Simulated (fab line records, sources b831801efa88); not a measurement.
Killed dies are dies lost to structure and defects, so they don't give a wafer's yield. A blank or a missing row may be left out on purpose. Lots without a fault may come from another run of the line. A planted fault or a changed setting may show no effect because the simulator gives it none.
Which tool did it? | flow gf180mcu | 13 lots, 36 wafers sampled, at 6 steps of a route of 602

WHAT THE GAUGES READ, wafer by wafer
GF_CONTACT_THK_MEAS_03.
lot  | measured     | on            | CONTACT_CVD_02_THK (nm)
L941 | day 15 06:06 | film_metro-01 | 850 858
L949 | day 18 00:40 | film_metro-03 | 842 848 845
L948 | day 18 00:58 | film_metro-02 | 855 876 864
L951 | day 18 21:41 | film_metro-02 | 1026 1026 1041 1026 1027 1040
L952 | day 19 08:34 | film_metro-02 | 1023 1034 1032 1022 1035 1032
L954 | day 19 20:02 | film_metro-03 | 852 878 884
L956 | day 20 10:24 | film_metro-02 | 836 849 869
L958 | day 21 05:39 | film_metro-02 | 859 873 871
L959 | day 21 14:50 | film_metro-01 | 854 863 870
L961 | day 22 07:27 | film_metro-02 | 858 882
L962 | day 22 10:25 | film_metro-01 | 864 878 871
L963 | day 22 22:20 | film_metro-01 | 866 858
L964 | day 23 05:07 | film_metro-02 | 846 863 857

GF_M1_THK_MEAS_06: measures by xrf.
lot  | measured     | on            | M1_ALCU_THK (nm)
L941 | day 16 06:00 | film_metro-04 | 444 449
L949 | day 19 03:03 | film_metro-01 | 440 455 441
L948 | day 19 03:10 | film_metro-04 | 435 439 434
L951 | day 20 00:27 | film_metro-04 | 436 431 438
L952 | day 20 11:50 | film_metro-01 | 436 441 450
L954 | day 20 22:12 | film_metro-04 | 439 438 435
L956 | day 21 13:05 | film_metro-03 | 433 434 436
L958 | day 22 07:32 | film_metro-04 | 435 434 439
L959 | day 22 16:34 | film_metro-04 | 447 447 445
L961 | day 23 09:02 | film_metro-01 | 436 444
L962 | day 23 12:18 | film_metro-04 | 433 435 439
L963 | day 23 23:52 | film_metro-03 | 444 455
L964 | day 24 05:37 | film_metro-01 | 434 432 429

WHICH TOOL RAN EACH LOT (tool, then ch and the chambers of the sampled wafers, then the start)
lot  | GF_CONTACT_CVD_02               | GF_CONTACT_CMP_04             | GF_M1_SPUTTER_01             | GF_M1_SPUTTER_04
L941 | pecvd-03 ch 0,2, day 15 06:02   | cmp-02 ch 0,2, day 15 06:16   | pvd_sputter-04, day 16 05:46 | pvd_sputter-04, day 16 05:50
L949 | pecvd-03 ch 1,2, day 18 00:35   | cmp-02 ch 1,2, day 18 00:43   | pvd_sputter-02, day 19 02:48 | pvd_sputter-02, day 19 02:53
L948 | pecvd-04 ch 0,1, day 18 00:54   | cmp-02 ch 0,1,3, day 18 01:08 | pvd_sputter-01, day 19 02:55 | pvd_sputter-01, day 19 03:00
L951 | pecvd-03 ch 0,1, day 18 21:37   | cmp-01 ch 0,3, day 19 00:06   | pvd_sputter-01, day 20 00:12 | pvd_sputter-01, day 20 00:17
L952 | pecvd-03 ch 0,2, day 19 08:29   | cmp-02 ch 0,3, day 19 15:59   | pvd_sputter-04, day 20 11:35 | pvd_sputter-04, day 20 11:40
L954 | pecvd-04 ch 1,2, day 19 19:58   | cmp-02 ch 1,2, day 19 20:08   | pvd_sputter-01, day 20 21:57 | pvd_sputter-01, day 20 22:02
L956 | pecvd-02 ch 0,1, day 20 10:20   | cmp-02 ch 1,2,3, day 20 10:28 | pvd_sputter-04, day 21 12:51 | pvd_sputter-04, day 21 12:56
L958 | pecvd-04 ch 0,1, day 21 05:35   | cmp-02 ch 1,2, day 21 05:43   | pvd_sputter-01, day 22 07:18 | pvd_sputter-01, day 22 07:23
L959 | pecvd-02 ch 0,1, day 21 14:45   | cmp-01 ch 0,1,3, day 21 14:59 | pvd_sputter-04, day 22 16:19 | pvd_sputter-04, day 22 16:23
L961 | pecvd-02 ch 0,2, day 22 07:23   | cmp-01 ch 0,1, day 22 07:37   | pvd_sputter-04, day 23 08:47 | pvd_sputter-04, day 23 08:52
L962 | pecvd-02 ch 0,1,2, day 22 10:20 | cmp-02 ch 1,2,3, day 22 10:37 | pvd_sputter-01, day 23 12:02 | pvd_sputter-01, day 23 12:07
L963 | pecvd-03 ch 0,1, day 22 22:16   | cmp-02 ch 0, day 22 22:25     | pvd_sputter-04, day 23 23:36 | pvd_sputter-04, day 23 23:41
L964 | pecvd-03 ch 0,1, day 23 05:02   | cmp-02 ch 2,3, day 23 05:13   | pvd_sputter-01, day 24 05:21 | pvd_sputter-01, day 24 05:26
- GF_CONTACT_CVD_02: deposits SiO2 from TEOS, target thk 860 nm, time 95.992 s.
- GF_CONTACT_CMP_04: polishes SiO2.
- GF_M1_SPUTTER_01: material TiN, target thk 30 nm, time 25 s.
- GF_M1_SPUTTER_04: material TiN, target thk 50 nm, time 41.7 s.

WHAT THE TOOLS THEMSELVES READ (means of the sampled wafers that have a number; where no wafer has one, the mark that the record gives instead)
GF_CONTACT_CVD_02.
lot  | tool     | heater_power_w (W)
L941 | pecvd-03 | 690
L949 | pecvd-03 | 682
L948 | pecvd-04 | 574
L951 | pecvd-03 | 663
L952 | pecvd-03 | 673
L954 | pecvd-04 | 595
L956 | pecvd-02 | 646
L958 | pecvd-04 | 563
L959 | pecvd-02 | 671
L961 | pecvd-02 | 690
L962 | pecvd-02 | 678
L963 | pecvd-03 | 604
L964 | pecvd-03 | 641

GF_CONTACT_CMP_04.
lot  | tool   | motor_current_A (A) | slurry_filter_dp_kPa (kPa) | time_to_endpoint_s (s)
L941 | cmp-02 | 13.9                | 13.61                      | 111
L949 | cmp-02 | 12.8                | 13.54                      | 110
L948 | cmp-02 | 12.0                | 13.51                      | 113
L951 | cmp-01 | 11.3                | 13.51                      | 174
L952 | cmp-02 | 12.2                | 13.50                      | 173
L954 | cmp-02 | 12.6                | 13.61                      | 116
L956 | cmp-02 | 11.6                | 13.45                      | 106
L958 | cmp-02 | 11.3                | 13.56                      | 107
L959 | cmp-01 | 11.6                | 13.60                      | 114
L961 | cmp-01 | 11.2                | 13.46                      | 114
L962 | cmp-02 | 12.3                | 13.38                      | 113
L963 | cmp-02 | 13.4                | 13.51                      | 112
L964 | cmp-02 | 12.8                | 13.55                      | 116

GF_M1_SPUTTER_01.
lot  | tool           | cathode_dc_power_W (W) | throttle_valve_pct (%)
L941 | pvd_sputter-04 | 6499.8                 | 30.2
L949 | pvd_sputter-02 | 6499.4                 | 29.4
L948 | pvd_sputter-01 | 6500.2                 | 30.5
L951 | pvd_sputter-01 | 6500.7                 | 30.6
L952 | pvd_sputter-04 | 6499.1                 | 30.2
L954 | pvd_sputter-01 | 6499.7                 | 30.4
L956 | pvd_sputter-04 | 6500.3                 | 31.0
L958 | pvd_sputter-01 | 6499.9                 | 31.1
L959 | pvd_sputter-04 | 6499.8                 | 31.0
L961 | pvd_sputter-04 | 6499.3                 | 31.4
L962 | pvd_sputter-01 | 6500.3                 | 29.9
L963 | pvd_sputter-04 | 6500.0                 | 30.6
L964 | pvd_sputter-01 | 6499.1                 | 30.0

GF_M1_SPUTTER_04.
lot  | tool           | cathode_dc_power_W (W) | throttle_valve_pct (%)
L941 | pvd_sputter-04 | 6499.4                 | 30.3
L949 | pvd_sputter-02 | 6500.9                 | 29.3
L948 | pvd_sputter-01 | 6499.8                 | 30.6
L951 | pvd_sputter-01 | 6498.9                 | 30.5
L952 | pvd_sputter-04 | 6499.4                 | 30.4
L954 | pvd_sputter-01 | 6499.3                 | 30.6
L956 | pvd_sputter-04 | 6499.2                 | 30.8
L958 | pvd_sputter-01 | 6500.9                 | 31.2
L959 | pvd_sputter-04 | 6499.8                 | 31.0
L961 | pvd_sputter-04 | 6499.6                 | 31.5
L962 | pvd_sputter-01 | 6501.0                 | 29.8
L963 | pvd_sputter-04 | 6500.6                 | 30.6
L964 | pvd_sputter-01 | 6500.3                 | 29.9

THE ANSWER, worked out from the rows above alone
Rule: what is usual is taken from the lots themselves. Put in order of their means at a reading, lots are off if they are a third of the lots or fewer, leave a main group of 4 or more, and stand apart from it by a gap of 3 or more times the standard deviation of the main group's means; of several such gaps the widest counts. A main group whose means are all the same, to the digits that the tables above print for the reading, isn't used. A lot without any number at a reading at which 4 lots or more have one is off too. The other lots that the step has rows for count as sound. The gauges are gone through in route order, then the tools' own readings, and for those a lot's mean is taken as printed above. The first step at which some lot is off is used, and at that step the reading that is off furthest; a lot without a number counts as furthest.
Off: L951, L952, at GF_CONTACT_THK_MEAS_03 (CONTACT_CVD_02_THK). The main group: mean 861 nm, standard deviation 8.4.
A tool fits if, at a process step before that reading, it ran every lot that is off, and no sound lot after the first of them. The gauges at GF_CONTACT_THK_MEAS_03 aren't tried: what is off there is off at GF_CONTACT_CMP_04 too, on other tools, and a gauge's error can't cause that. None of those tried fits.

WHAT THE SIMULATOR HAD PUT IN
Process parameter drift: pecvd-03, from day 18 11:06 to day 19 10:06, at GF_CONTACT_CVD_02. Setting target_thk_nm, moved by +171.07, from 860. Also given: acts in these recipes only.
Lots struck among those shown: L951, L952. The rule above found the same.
